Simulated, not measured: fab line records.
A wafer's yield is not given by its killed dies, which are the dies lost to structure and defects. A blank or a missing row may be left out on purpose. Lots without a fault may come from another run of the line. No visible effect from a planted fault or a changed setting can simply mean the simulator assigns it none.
Split-lot experiment | flow gf180mcu | 23 wafers read from 5 lots, route of 602 steps

THE SPLIT
At GF_MIM_SPUTTER_07 (material TiN, target thk 60 nm, time 50 s), the setting powerW was moved away from the recipe's 6500 W on 6 of the 23 wafers read, by -8.7% to +3.5%. This setting was run at the recipe's value on the other wafers.

The reading is taken at the split's own step.

THE READING
TiN_of_MIM_SPUTTER_07.thkNm (the simulator's own value, which no gauge read), in nm, at GF_MIM_SPUTTER_07 (material TiN, target thk 60 nm, time 50 s). No usual value for it is given in the file. Here, 17 wafers ran the recipe; their average is 60.13 nm with a standard deviation of 0.61 nm.

wafer  | tool, chamber at the split | powerW as run, W | against the recipe | TiN_of_MIM_SPUTTER_07.thkNm, nm | against lot-mates on the recipe
L074.1 | pvdSputter-02, -           | 6500             | recipe             | 60.28                           | -
L074.2 | pvdSputter-02, -           | 6500             | recipe             | 60.73                           | -
L074.3 | pvdSputter-02, -           | 5937             | -8.7%              | 54.73                           | -5.70
L074.5 | pvdSputter-02, -           | 6500             | recipe             | 60.27                           | -
L074.6 | pvdSputter-02, -           | 5937             | -8.7%              | 55.14                           | -5.29
L075.1 | pvdSputter-01, -           | 6500             | recipe             | 60.2                            | -
L075.2 | pvdSputter-01, -           | 6199             | -4.6%              | 56.93                           | -3.60
L075.3 | pvdSputter-01, -           | 6500             | recipe             | 60.69                           | -
L075.6 | pvdSputter-01, -           | 6500             | recipe             | 60.69                           | -
L075.5 | pvdSputter-01, -           | 6199             | -4.6%              | 56.65                           | -3.88
L076.1 | pvdSputter-02, -           | 6500             | recipe             | 59.88                           | -
L076.3 | pvdSputter-02, -           | 6500             | recipe             | 60.5                            | -
L076.4 | pvdSputter-02, -           | 6500             | recipe             | 60.36                           | -
L076.5 | pvdSputter-02, -           | 6500             | recipe             | 60.06                           | -
L076.6 | pvdSputter-02, -           | 6500             | recipe             | 60.07                           | -
L081.1 | pvdSputter-03, -           | 6500             | recipe             | 58.55                           | -
L081.2 | pvdSputter-03, -           | 6500             | recipe             | 59.08                           | -
L081.3 | pvdSputter-03, -           | 6728             | +3.5%              | 61.54                           | +2.56
L081.4 | pvdSputter-03, -           | 6728             | +3.5%              | 60.87                           | +1.89
L081.6 | pvdSputter-03, -           | 6500             | recipe             | 59.3                            | -
L084.1 | pvdSputter-01, -           | 6500             | recipe             | 60.14                           | -
L084.3 | pvdSputter-01, -           | 6500             | recipe             | 60.9                            | -
L084.4 | pvdSputter-01, -           | 6500             | recipe             | 60.47                           | -

FIT RESULTS
A straight line over all 23 wafers: TiN_of_MIM_SPUTTER_07.thkNm changes by +0.576 nm for each +1% of powerW; r = +0.94; the points scatter about the line by 0.65 nm.
The same after taking each lot's own level away (the mean of its wafers on the recipe; 23 wafers): +0.664 nm for each +1%; r = +0.99; scatter 0.34 nm.
Per that fit: largest powerW move, reading shift of 5.8 nm.
Measured against the standard deviation above, the lots' own levels, which go from 58.977 to 60.527 nm, span 2.5 times it.
Hence the slope depends on the lot-to-lot level, as the two fits are not the same.
Check: for one of the wafers moved furthest among these (-8.7%), held out of the fit, the line's prediction against its lot-mates is -5.85 nm. Against them it came out at -5.7 nm.

THESE WAFERS: OTHER SPLITS
These wafers also went through other splits before the reading. Each is held against what the fit with the lots' levels taken away leaves over:
other split on the same wafers | wafers away from the commonest value | r with TiN_of_MIM_SPUTTER_07.thkNm (lot level and that fit taken away)
GF_V4_ETCH_17 sourceW          | 8                                    | +0.32

FILE'S OWN FIT
TiN_of_MIM_SPUTTER_07.thkNm changes by +0.668 nm for each +1% of powerW, r = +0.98.
